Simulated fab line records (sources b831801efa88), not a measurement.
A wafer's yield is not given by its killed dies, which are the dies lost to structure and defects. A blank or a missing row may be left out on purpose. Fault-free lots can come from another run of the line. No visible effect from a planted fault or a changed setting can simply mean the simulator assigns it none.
Chamber matching | flow sky130 | SKY_VIA1_ETCH_14 on rie_diel-02: 4 sister chambers
The step etches BARC in N2/H2, stops on SiO2, time 45.9 s, target depth 60 nm. 14 wafers are shown with their chamber, then 7 later ones without.

== WAFERS, EACH WITH ITS CHAMBER ==
wafer  | chamber | drypump_motor_current_A (A) | oes_product_au (a.u.) | throttle_valve_pct (%)
L911.1 | 2       | 5.57                        | 0.858                 | 13.222
L911.4 | 1       | 5.89                        | 0.864                 | 13.233
L911.6 | 1       | 5.87                        | 0.862                 | 13.230
L912.2 | 3       | 5.74                        | 0.855                 | 13.229
L912.3 | 1       | 5.89                        | 0.853                 | 13.251
L912.6 | 3       | 5.78                        | 0.855                 | 13.216
L915.3 | 2       | 5.61                        | 0.853                 | 13.234
L915.4 | 1       | 5.89                        | 0.857                 | 13.234
L915.6 | 0       | 5.65                        | 0.849                 | 13.234
L922.1 | 2       | 5.60                        | 0.854                 | 13.209
L922.3 | 3       | 5.78                        | 0.852                 | 13.244
L922.4 | 1       | 5.87                        | 0.856                 | 13.211
L927.1 | 2       | 5.60                        | 0.850                 | 13.217
L927.3 | 0       | 5.64                        | 0.848                 | 13.242

SIGNATURES (means of the wafers above)
reading                 | chamber 0 | chamber 1 | chamber 2 | chamber 3 | scatter within a chamber
drypump_motor_current_A | 5.6450    | 5.8820    | 5.5950    | 5.7667    | 0.0158
oes_product_au          | 0.84850   | 0.85840   | 0.85375   | 0.85400   | 0.00347
throttle_valve_pct      | 13.23800  | 13.23180  | 13.22050  | 13.22967  | 0.0125
Rule: for a wafer and a chamber, the distance is found by dividing, reading by reading, the gap between the wafer's reading and the chamber's mean by the reading's scatter, squaring, summing and taking the root. If the next closest chamber is less than 2 further off than the closest, the wafer can't be placed; otherwise it belongs to the closest. The scatter: take each reading less its chamber's mean, square it, sum over the shown wafers, divide by the number of wafers less the number of chambers, and take the root.

== WAFERS MISSING THEIR CHAMBER ==
wafer  | drypump_motor_current_A (A) | oes_product_au (a.u.) | throttle_valve_pct (%)
L927.5 | 5.65                        | 0.853                 | 13.225
L928.2 | 5.76                        | 0.860                 | 13.223
L928.3 | 5.89                        | 0.859                 | 13.217
L928.4 | 5.60                        | 0.852                 | 13.221
L932.3 | 5.65                        | 0.849                 | 13.231
L932.5 | 5.66                        | 0.858                 | 13.218
L932.6 | 5.78                        | 0.857                 | 13.237

== THE CHAMBER EACH PASSED THROUGH ==
wafer  | from the rows above     | in truth
L927.5 | can't be placed: 0 or 2 | 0
L928.2 | 3                       | 3
L928.3 | 1                       | 1
L928.4 | 2                       | 2
L932.3 | 0                       | 0
L932.5 | can't be placed: 0 or 2 | 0
L932.6 | 3                       | 3
Placed correctly: 5 of 7. Can't be placed from these rows: 2 (the true chamber is among the candidates in 2). 0 placed wrongly.
